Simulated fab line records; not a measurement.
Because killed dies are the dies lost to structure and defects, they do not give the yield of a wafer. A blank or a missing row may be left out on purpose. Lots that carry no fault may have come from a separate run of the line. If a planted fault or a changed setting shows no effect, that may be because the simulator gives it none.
One fault through the eyes of 2 desks :: flow gf180mcu :: each desk has only its own numbers; what lay behind them comes last

## FOR THE TOOL OWNER'S DESK: pvd-sputter-02
The tool's own readings at GF_M2_SPUTTER_00 (material Ti, target thk 37.5 nm, time 150 s): means of the sampled wafers that have a number, for each lot that ran on this tool. The brackets show how far a lot's mean lies from the usual mean; more than 4 standard deviations puts the lot out of limits, marked OUT.
Columns: A = cathode-dc-power-W at GF_M2_SPUTTER_00, usual 3999.8 W; B = throttle-valve-pct at GF_M2_SPUTTER_00, usual 30.2 %
lot: L470
first seen here: day 19 05:37
A: 3999.2
B: 30.4

lot: L484
first seen here: day 24 00:25
A: 4436.1 (+99 or more) OUT
B: 30.0

lot: L485
first seen here: day 24 07:16
A: 4436.6 (+99 or more) OUT
B: 29.3
This desk's verdict: out of limits on L484, L485, starting with L484 at day 24 00:25 (cathode-dc-power-W at GF_M2_SPUTTER_00). L470: within limits.

## THE METROLOGY DESK
What the gauges read for every lot (on any tool): the sampled wafers with a number, averaged. The brackets show how far a lot's mean lies from the usual mean; more than 4 standard deviations puts the lot out of limits, marked OUT.
Columns: A = V1_OVL at GF_V1_OVL_MEAS_15, usual -1 nm; B = V1_W_RS at GF_V1_RS_MEAS_24, usual 0.323 ohm/sq; C = V1_W_THK at GF_V1_THK_MEAS_25, usual 351 nm
lot: L470
first seen here: day 19 04:13
A: -6
B: 0.321
C: 354

lot: L476
first seen here: day 20 23:19
A: -8
B: 0.319
C: 358

lot: L484
first seen here: day 23 23:02
A: -5
B: 0.320
C: 355

lot: L485
first seen here: day 24 05:52
A: 3
B: 0.332
C: 339

lot: L487
first seen here: day 24 17:25
A: 0
B: 0.329
C: 345

lot: L491
first seen here: day 25 22:34
A: -5
B: 0.321
C: 347
This desk's finding: nothing out of limits on any of the 6 lots.

## BROUGHT TOGETHER
On L484, L485, at day 24 00:25, an alarm was possible from the tool owner's desk.
From the metrology desk's view, nothing was out of limits.
The metrology desk holds a record of L484, L485, inside its limits.
GF_M2_SPUTTER_00 was run on pvd-sputter-02 by each of the lots named.

## WHAT THE SIMULATOR HAD PUT IN
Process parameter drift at GF_M2_SPUTTER_00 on pvd-sputter-02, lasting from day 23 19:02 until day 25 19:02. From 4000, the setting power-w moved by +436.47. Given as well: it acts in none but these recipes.
Struck lots among those shown: L484, L485.
Each desk's first reading out of limits, in hours after the fault started: the tool owner's desk, 5.
